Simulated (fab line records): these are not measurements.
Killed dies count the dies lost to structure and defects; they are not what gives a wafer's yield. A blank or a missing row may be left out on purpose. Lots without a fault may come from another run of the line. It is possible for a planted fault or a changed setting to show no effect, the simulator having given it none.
A single fault, viewed from 2 desks	flow gf180mcu	each desk has only its own numbers; what lay behind them comes last

DESK OF THE TOOL OWNER: implanter-03
The tool's own readings at GF_NSD_IMPLANT_10: means of the sampled wafers that have a number, for each lot that ran on this tool. The brackets show how far a lot's mean lies from the usual mean; more than 4 standard deviations puts the lot out of limits, marked OUT.
Columns: A = beam_energy_keV at GF_NSD_IMPLANT_10, usual 40.001; B = end_station_pressure_torr at GF_NSD_IMPLANT_10, usual 7.2e-06 Torr; C = tilt_deg at GF_NSD_IMPLANT_10, usual 6.999 degrees
lot	first seen here	A	B	C
L364	day 14 13:32	40.006	7.1e-06	7.002
L369	day 16 02:18	40.009	7.3e-06	7.021
L374	day 17 20:08	39.980	6.9e-06	7.021
L381	day 20 07:23	45.676 (+99 or more) OUT	7.3e-06	6.989
L382	day 20 18:33	45.677 (+99 or more) OUT	7.2e-06	7.023
Finding of this desk: L381, L382 out of limits; the first was L381 at day 20 07:23, on beam_energy_keV at GF_NSD_IMPLANT_10. Within limits: L364, L369, L374.

THE METROLOGY DESK
What the gauges read, lot by lot, whatever tool the lot ran on: means of the sampled wafers that have a number. The brackets show how far a lot's mean lies from the usual mean; more than 4 standard deviations puts the lot out of limits, marked OUT.
Columns: A = HV_LDD_4_TW at GF_HV_LDD_TW_MEAS_50, usual 567; B = NSD_OVL at GF_NSD_OVL_MEAS_08, usual 1.0 nm; C = SAB_OVL at GF_SAB_OVL_MEAS_10, usual 0.3 nm
lot	first seen here	A	B	C
L361	day 12 10:48	571	0.7	-1.2
L362	day 12 18:55	566	1.7	1.7
L363	day 12 23:25	571	0.8	-1.3
L364	day 13 13:59	572	2.6	-1.4
L365	day 13 17:43	574	2.9	1.3
L369	day 15 01:58	561	2.3	-0.1
L370	day 15 07:47	561	0.6	-0.3
L372	day 16 09:57	562	1.0	1.3
L374	day 16 17:31	563	-1.8	-2.4
L379	day 18 11:17	562	0.3	-1.6
L381	day 19 01:52	564	0.5	-0.6
L382	day 19 15:33	564	-0.8	1.1
L384	day 20 04:36	570	1.5	0.5
This desk found nothing out of limits on any of the 13 lots.

BROUGHT TOGETHER
The tool owner's desk could have raised an alarm at day 20 07:23, on L381, L382.
At the metrology desk, nothing out of limits was observed.
The metrology desk holds a record of L381, L382, inside its limits.
Every lot named ran GF_NSD_IMPLANT_10 on implanter-03.

WHAT WAS PUT IN BY THE SIMULATOR
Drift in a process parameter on implanter-03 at GF_NSD_IMPLANT_10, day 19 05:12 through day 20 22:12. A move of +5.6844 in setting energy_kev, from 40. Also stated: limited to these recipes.
Struck lots among those shown: L381, L382.
How many hours passed from the start of the fault until each desk's first out-of-limits reading: the tool owner's desk, 26.
